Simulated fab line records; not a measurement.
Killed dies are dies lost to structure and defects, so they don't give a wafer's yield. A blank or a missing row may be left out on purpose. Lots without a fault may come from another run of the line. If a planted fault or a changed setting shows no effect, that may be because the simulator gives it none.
A struck lot beside a sound one	flow gf180mcu	11 out of 602 route steps
Sound: the wafers L698.1, L698.3, L698.6. Wafers struck: L688.2, L688.4, L688.5. The cause is named last.
At each step with rows: each side's tool, then ch and its chambers, then its first start. Under that, the readings that differ: sound wafers	struck wafers	difference of the means	sigmas: that difference in standard deviations of wafers without a fault.
alike: readings whose means differ by less than 2 such deviations, and words and numbers that are the same on both sides. not compared: withheld readings, readings that some wafer has no value for, bounds like >300 that may hide the same value, and numbers for which the record gives no deviation and whose values overlap.
A row with sigmas, a row that says differs or no value, or rows on one side alone: a step with any of these is where the two part. When numbers do not overlap yet have no deviation, they are printed without sigmas and do not part them. A reading that every wafer of one side lacks parts them only if that side has two wafers or more.

GF_STI_BOW_MEAS_00:
  struck on film metro-04, day 2 06:01; sound on film metro-03, day 4 08:00
  alike: INCOMING_BOW
then, 1 step without rows for these wafers: GF_STI_OXIDATION_01 (stabilise 600 s, purge 300 s, target thk 10 nm).
GF_STI_THK_MEAS_02:
  struck on film metro-03, day 2 07:31; sound on film metro-01, day 4 09:31
  alike: STI_OXIDATION_THK
then, 1 step without rows for these wafers: GF_STI_CVD_03 (deposits Si3N4 from DCS/NH3, target thk 207.16 nm, time 3551 s).
GF_STI_THK_MEAS_04:
  struck on film metro-04, day 2 09:34; sound on film metro-04, day 4 11:34
  alike: STI_CVD_03_THK
then, 4 steps without rows for these wafers: GF_STI_DEHYDRATE_05 (time 60 s); GF_STI_HMDS_06 (prime time 60 s); GF_STI_COAT_07 (resist thk 700 nm); GF_STI_SOFTBAKE_08 (time 60 s).
GF_STI_EXPOSE_09: exposes mask COMP, target cd 220 nm.
  struck on krf scanner-01, day 2 15:20; sound on krf scanner-02 ch 0, day 4 19:17
  no value came back on the struck wafers for exposure dose mJ cm2, focus offset nm (nm), na; on the sound wafers exposure dose mJ cm2 reads 27.949 27.974 27.968
  alike: mask
then, 1 step without rows for these wafers: GF_STI_PEB_10 (peb time 90 s).

## WHERE THEY PART
GF_STI_EXPOSE_09 only, going by this record.

WHY: what had been put in by the simulator
Whole step skipped at GF_STI_EXPOSE_09 on krf scanner-01, starting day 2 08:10. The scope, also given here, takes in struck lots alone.
